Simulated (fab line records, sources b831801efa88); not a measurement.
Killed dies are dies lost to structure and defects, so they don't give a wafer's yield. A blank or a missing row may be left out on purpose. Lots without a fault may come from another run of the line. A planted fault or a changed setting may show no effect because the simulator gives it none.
fab line records | flow sky130 | part 2 of 2: steps 32 to 42 of 42
record lots=5 wafers=15 last_day=50
route steps=708 shown PWDE@50 NWELL@56 VT_ADJUST_HVTP@85
lots that met no fault: from a run of the same line without faults
start_h: hours from the record's first day to the start of the lot's first wafer shown | wait_h: hours since the lot's step before | " the same as in the row above | L1.1+2: a row that stands for several wafers | - no value, or no start given | * or withheld: withheld | < > ~ a bound
route shown NAME@n: a module of which the file shows steps, and the number in the route of the first | usual: mean/standard deviation of fault-free wafers | same: alike in all rows | chamber/n: place in a boat | sites: the reading at each site | _std_site: their standard deviation | _edge_site: outer sites' mean less inner sites' | radius_mm: how far each site lies from the wafer's centre | mask NAME#n: copy n | behind: the tool/chamber that last shaped the wafer | hold: why the lot was held/for how many hours/how that ended | device: the transistor (n, p or np) that didn't switch | end of line: the same wafers' tests at the end of the route | a step without rows: its recipe alone | killed: dies lost to structure and defects at the first sort, not the wafer's yield | map: a wafer's dies, x killed, . not, _ none there
set.NAME: the setting as run; set.NAME@STEP: as run at that earlier step | model.NAME: the simulator's own value behind a step, which no gauge read
lots at some steps of the route; a table a step, a row a wafer
services: from which hour (start_h, from the record's first day; less than 0 if before it) a tool's chamber was out of use, for how many hours, and why
## steps
# step SKY_NWELL_RTA_28
# recipe temp_c=1050 time_s=30 idle_temp_c=650 ramp_up_c_per_s=150 ramp_down_c_per_s=90 ambient=N2
# usual lamp_power_pct=25.30/0.053 wafer_temp_C_max=1054.8/1
# columns lot.wafer tool chamber start_h wait_h lamp_power_pct wafer_temp_C_max
L076.3 rtp_anneal-02 0 116.09 0.0 25.35 1055.0
L076.4 " 0 " " 25.26 1057.4
L076.5 " 0 " " 25.30 1054.8
L082.2 rtp_anneal-02 0 151.75 0.0 25.31 1053.6
L082.4 " 0 " " 25.34 1053.9
L082.6 " 0 " " 25.45 1054.6
L087.1 rtp_anneal-02 0 183.85 0.0 25.30 1054.2
L087.4 " 0 " " 25.30 1054.9
L087.5 " 0 " " 25.29 1053.1
L090.1 rtp_anneal-02 0 203.68 0.0 25.31 1053.8
L090.2 " 0 " " 25.28 1054.4
L090.3 " 0 " " 25.32 1053.1
L094.2 rtp_anneal-01 0 225.55 0.0 25.35 1054.1
L094.4 " 0 " " 25.30 1054.9
L094.6 " 0 " " 25.31 1053.4
# step SKY_NWELL_RS_MEAS_29
# recipe thk_meas_gauge=four-point-probe
# usual NWELL_RS=625.2/1.7
# columns lot.wafer tool chamber start_h wait_h NWELL_RS[ohm/sq]
L076.3 film_metro-04 - 116.19 0.1 627.1
L076.4 " - " " 626.0
L076.5 " - " " 625.2
L082.2 film_metro-03 - 151.86 0.1 625.8
L082.4 " - " " 624.7
L082.6 " - " " 624.8
L087.1 film_metro-03 - 183.95 0.1 624.6
L087.4 " - " " 625.1
L087.5 " - " " 623.3
L090.1 film_metro-03 - 203.78 0.1 624.4
L090.2 " - " " 625.6
L090.3 " - " " 625.8
L094.2 film_metro-03 - 225.65 0.1 625.9
L094.4 " - " " 625.6
L094.6 " - " " 625.7
# step SKY_NWELL_RS_MEAS_31
# recipe thk_meas_gauge=four-point-probe
# usual PWDE_RS=5279/21
# columns lot.wafer tool chamber start_h wait_h PWDE_RS[ohm/sq]
L076.3 film_metro-04 - 116.43 0.1 5297
L076.4 " - " " 5315
L076.5 " - " " 5283
L082.2 film_metro-03 - 152.10 0.1 5286
L082.4 " - " " 5261
L082.6 " - " " 5269
L087.1 film_metro-03 - 184.19 0.1 5274
L087.4 " - " " 5268
L087.5 " - " " 5261
L090.1 film_metro-03 - 204.02 0.1 5282
L090.2 " - " " 5280
L090.3 " - " " 5277
L094.2 film_metro-03 - 225.89 0.1 5302
L094.4 " - " " 5311
L094.6 " - " " 5298
# step SKY_VT_ADJUST_HVTP_DEHYDRATE_00
# recipe temp_c=200 time_s=60
# columns lot.wafer tool chamber start_h wait_h
L076.3+4+5 litho_track-02 0 125.22 8.8
L082.2+4+6 litho_track-02 0 160.75 8.6
L087.1+4+5 litho_track-01 0 194.42 10.2
L090.1+2+3 litho_track-02 0 213.87 9.8
L094.2+4+6 litho_track-04 0 236.08 10.2
# step SKY_VT_ADJUST_HVTP_HMDS_01
# recipe prime_time_s=60 prime_temp_c=120
# usual prime_temp_c=119.99/0.14
# columns lot.wafer tool chamber start_h wait_h prime_temp_c
L076.3 litho_track-02 0 125.37 0.1 120.28
L076.4 " 0 " " 120.29
L076.5 " 0 " " 120.34
L082.2 litho_track-02 0 160.90 0.1 119.91
L082.4 " 0 " " 120.01
L082.6 " 0 " " 119.98
L087.1 litho_track-01 0 194.57 0.1 119.96
L087.4 " 0 " " 119.95
L087.5 " 0 " " 120.05
L090.1 litho_track-02 0 214.02 0.1 120.16
L090.2 " 0 " " 119.81
L090.3 " 0 " " 119.88
L094.2 litho_track-04 0 236.23 0.1 120.10
L094.4 " 0 " " 120.16
L094.6 " 0 " " 120.17
# step SKY_VT_ADJUST_HVTP_COAT_02
# recipe resist=NOVOLAK spin_rpm=3000 resist_thk_nm=1140
# usual spin_speed_rpm=2999.8/2
# columns lot.wafer tool chamber start_h wait_h spin_speed_rpm
L076.3 litho_track-02 0 125.52 0.1 3001.3
L076.4 " 0 " " 2999.0
L076.5 " 0 " " 2996.8
L082.2 litho_track-02 0 161.05 0.1 2999.1
L082.4 " 0 " " 3000.1
L082.6 " 0 " " 2998.5
L087.1 litho_track-01 0 194.72 0.1 3000.7
L087.4 " 0 " " 2995.5
L087.5 " 0 " " 2997.6
L090.1 litho_track-02 0 214.17 0.1 2999.8
L090.2 " 0 " " 3004.1
L090.3 " 0 " " 3000.9
L094.2 litho_track-04 0 236.38 0.1 2999.4
L094.4 " 0 " " 2999.6
L094.6 " 0 " " 3001.3
# step SKY_VT_ADJUST_HVTP_SOFTBAKE_03
# recipe temp_c=90 time_s=60 resist=NOVOLAK
# columns lot.wafer tool chamber start_h wait_h
L076.3+4+5 litho_track-02 0 125.67 0.1
L082.2+4+6 litho_track-02 0 161.20 0.1
L087.1+4+5 litho_track-01 0 194.87 0.1
L090.1+2+3 litho_track-02 0 214.32 0.1
L094.2+4+6 litho_track-04 0 236.53 0.1
# step SKY_VT_ADJUST_HVTP_EXPOSE_04
# recipe mask_id=HVTPM na=0.6 source_shape=conventional sigma_outer=0.6 polarization=unpolarized target_cd_nm=380 dose_mj=140
# usual exposure_dose_mJ_cm2=139.92/0.16 focus_offset_nm=-0.1/0.55
# columns lot.wafer tool chamber start_h wait_h mask exposure_dose_mJ_cm2 focus_offset_nm
L076.3 iline_stepper-01 0 - - HVTPM#0 139.84 -0.1
L076.4 " 0 " " HVTPM#0 139.99 -0.6
L076.5 " 0 " " HVTPM#0 140.13 -0.2
L082.2 iline_stepper-01 0 - - HVTPM#0 139.96 0.4
L082.4 " 0 " " HVTPM#0 140.13 -1.1
L082.6 " 0 " " HVTPM#0 140.08 0.2
L087.1 iline_stepper-02 0 - - HVTPM#0 139.88 -1.8
L087.4 " 0 " " HVTPM#0 139.77 -1.2
L087.5 " 0 " " HVTPM#0 139.70 -1.2
L090.1 iline_stepper-02 0 - - HVTPM#0 140.16 -0.4
L090.2 " 0 " " HVTPM#0 140.12 0.5
L090.3 " 0 " " HVTPM#0 140.23 -0.4
L094.2 iline_stepper-02 0 - - HVTPM#0 139.85 0.6
L094.4 " 0 " " HVTPM#0 139.84 -0.4
L094.6 " 0 " " HVTPM#0 139.89 0.1
# step SKY_VT_ADJUST_HVTP_PEB_05
# recipe temp_c=withheld time_s=* resist=NOVOLAK
# columns lot.wafer tool chamber start_h wait_h
L076.3+4+5 litho_track-02 0 - -
L082.2+4+6 litho_track-01 0 - -
L087.1+4+5 litho_track-02 0 - -
L090.1+2+3 litho_track-01 0 - -
L094.2+4+6 litho_track-02 0 - -
# step SKY_VT_ADJUST_HVTP_DEVELOP_06
# recipe resist=NOVOLAK developer=TMAH develop_time_s=60 dev_temp_c=23
# columns lot.wafer tool chamber start_h wait_h
L076.3+4+5 litho_track-02 0 135.22 0.1
L082.2+4+6 litho_track-01 0 171.05 0.1
L087.1+4+5 litho_track-02 0 205.27 0.1
L090.1+2+3 litho_track-01 0 225.92 0.1
L094.2+4+6 litho_track-02 0 248.90 0.1
# step SKY_VT_ADJUST_HVTP_CD_MEAS_07
# recipe target_cd_nm=380
# usual cd_nm=381/3.1
# columns lot.wafer tool chamber start_h wait_h cd_nm
L076.3 cd_sem-02 - 135.36 0.1 382
L076.4 " - " " 383
L076.5 " - " " 382
L082.2 cd_sem-02 - 171.19 0.1 383
L082.4 " - " " 381
L082.6 " - " " 381
L087.1 cd_sem-01 - 205.42 0.1 381
L087.4 " - " " 378
L087.5 " - " " 379
L090.1 cd_sem-01 - 226.07 0.1 381
L090.2 " - " " 382
L090.3 " - " " 381
L094.2 cd_sem-02 - 249.04 0.1 378
L094.4 " - " " 379
L094.6 " - " " 375
## services
# columns tool chamber start_h hours kind
plasma_asher-03 - 61.52 14.6 pm
wet_bench-04 - 62.00 1.9 pm
implanter-02 - 74.75 1.8 repair
iline_stepper-02 - 75.17 4.5 repair
iline_stepper-01 0 75.37 - calibration
iline_stepper-02 - 97.99 2.2 repair
implanter-04 - 102.99 1.7 repair
plasma_asher-03 - 106.84 2.8 pm
plasma_asher-04 - 108.75 9.0 pm
plasma_asher-04 0 108.75 9.0 vent_cycle
plasma_asher-04 1 108.75 9.0 vent_cycle
plasma_asher-03 - 111.70 3.8 repair
implanter-01 - 113.01 12.7 pm
plasma_asher-04 0 117.75 - clean
plasma_asher-01 - 132.14 14.6 pm
implanter-01 - 136.42 1.6 repair
implanter-01 - 149.17 2.3 pm
implanter-02 - 164.02 9.3 repair
plasma_asher-01 - 190.71 1.3 repair
iline_stepper-01 - 196.23 1.7 pm
iline_stepper-02 - 197.90 1.7 pm
wet_bench-01 - 205.83 3.6 repair
implanter-04 - 234.45 1.7 repair
iline_stepper-01 - 245.36 3.2 repair
